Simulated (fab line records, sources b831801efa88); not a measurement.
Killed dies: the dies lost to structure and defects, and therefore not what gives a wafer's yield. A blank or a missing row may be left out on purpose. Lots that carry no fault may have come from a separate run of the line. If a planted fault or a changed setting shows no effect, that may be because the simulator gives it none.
A lot that was struck, set against a sound lot :: flow sky130 :: 26 out of 708 route steps
Sound: these wafers, L623.1, L623.3, L623.5. Wafers struck: L621.3, L621.4, L621.5. The cause comes at the end.
Each step with rows lists, per side, the tool, then ch with its chambers, then its first start. Under that, the readings that differ: sound wafers :: struck wafers :: difference of the means :: sigmas: that difference in standard deviations of wafers without a fault.
alike: a reading whose means differ by less than 2 such deviations, as well as words and numbers matching on both sides. not compared: withheld readings; readings where some wafer has no value; bounds like >300 that might hide an equal value; numbers whose values overlap and for which the record gives no deviation.
Wherever a step has rows on one side only, a row that says differs or no value, or a row with sigmas, the two part there. Numbers that don't overlap but have no deviation are shown without sigmas and don't part them. Lack of a reading on every wafer of one side parts them only where that side has two or more wafers.

SKY_LDD_N_STRIP_16: strips in O2/N2.
  sound on plasma_asher-04 ch 0,1, day 23 22:57; struck on plasma_asher-03 ch 0,1, day 23 07:59
  alike: chamber_pressure_mTorr, drypump_motor_current_A, oes_product_au, strip_time_to_endpoint_s
  not compared: rf_hours_counter_h
SKY_LDD_N_TW_MEAS_17:
  sound on film_metro-01, day 23 23:03; struck on film_metro-02, day 23 08:04
  alike: LDD_N_TW
then, 7 steps without rows for these wafers: SKY_LDD_P_DEHYDRATE_00 (time 60 s); SKY_LDD_P_HMDS_01 (prime time 60 s); SKY_LDD_P_COAT_02 (resist thk 1140 nm); SKY_LDD_P_SOFTBAKE_03 (time 60 s); SKY_LDD_P_EXPOSE_04 (exposes mask PSDM, target cd 380 nm); SKY_LDD_P_PEB_05; SKY_LDD_P_DEVELOP_06 (develop time 60.99 s).
SKY_LDD_P_CD_MEAS_07 targets a cd of 380 nm.
  sound on cd_sem-01, day 25 05:18; struck on cd_sem-02, day 24 13:53
  alike: cd_nm
SKY_LDD_P_OVL_MEAS_08:
  sound on overlay-02, day 25 05:25; struck on overlay-01, day 24 13:59
  alike: LDD_P_OVL
then, 1 step without rows for these wafers: SKY_LDD_P_IMPLANT_09.
SKY_LDD_P_STRIP_10: strips in O2/N2.
  sound on plasma_asher-04 ch 0,1, day 25 05:37; struck on plasma_asher-04 ch 0,1, day 24 14:11
  no value came back on the struck wafers for any of 5 readings (chamber_pressure_mTorr (mTorr), drypump_motor_current_A (A) and others); on the sound wafers chamber_pressure_mTorr (mTorr) reads 1497.7 1500.1 1501.3
reading: model.NOVOLAK_of_LDD_P_COAT_02.thk_nm (nm)
sound: 0 0 0
struck: 1135 1140 1133
difference: +1136
sigmas: 
  not compared: rf_hours_counter_h
SKY_LDD_P_TW_MEAS_11:
  sound on film_metro-02, day 25 05:43; struck on film_metro-03, day 24 14:17
reading: LDD_P_TW
sound: 629 629 626
struck: 651 654 650
difference: +24
sigmas: +4
then, 7 steps without rows for these wafers: SKY_LDD_HVN_DEHYDRATE_00 (time 60 s); SKY_LDD_HVN_HMDS_01 (prime time 60 s); SKY_LDD_HVN_COAT_02 (resist thk 300 nm); SKY_LDD_HVN_SOFTBAKE_03 (time 60 s); SKY_LDD_HVN_EXPOSE_04 (exposes mask HVNTM, target cd 700 nm); SKY_LDD_HVN_PEB_05; SKY_LDD_HVN_DEVELOP_06 (develop time 60 s).
SKY_LDD_HVN_OVL_MEAS_07:
  sound on overlay-02, day 26 09:55; struck on overlay-01, day 25 19:38
  alike: LDD_HVN_OVL
then, 1 step without rows for these wafers: SKY_LDD_HVN_IMPLANT_08.
SKY_LDD_HVN_STRIP_09: strips in O2/N2.
  sound on plasma_asher-03 ch 0,1, day 26 10:06; struck on plasma_asher-03 ch 0,1, day 25 19:51
reading: oes_product_au (a.u.)
sound: 0.402 0.411 0.402
struck: 0.715 0.715 0.716
difference: +0.310
sigmas: +69

reading: strip_time_to_endpoint_s (s)
sound: 4.125 4.142 4.141
struck: 21.662 21.730 21.615
difference: +17.533
sigmas: +99 or more
  alike: chamber_pressure_mTorr, drypump_motor_current_A
  not compared: rf_hours_counter_h
SKY_LDD_HVN_TW_MEAS_10:
  sound on film_metro-01, day 26 10:14; struck on film_metro-03, day 25 20:10
reading: LDD_HVN_TW
sound: 1465 1468 1462
struck: 30 30 30
difference: -1435
sigmas: -99 or more
  not compared: hold
SKY_PAD_OPEN_PROBE_99:
  the record holds rows for the sound wafers here (prober-01, day 49 17:34) but none for the struck ones

WHERE THEY PART
First at SKY_LDD_P_STRIP_10; last, within this record, at SKY_PAD_OPEN_PROBE_99.

WHY: what the simulator had put in
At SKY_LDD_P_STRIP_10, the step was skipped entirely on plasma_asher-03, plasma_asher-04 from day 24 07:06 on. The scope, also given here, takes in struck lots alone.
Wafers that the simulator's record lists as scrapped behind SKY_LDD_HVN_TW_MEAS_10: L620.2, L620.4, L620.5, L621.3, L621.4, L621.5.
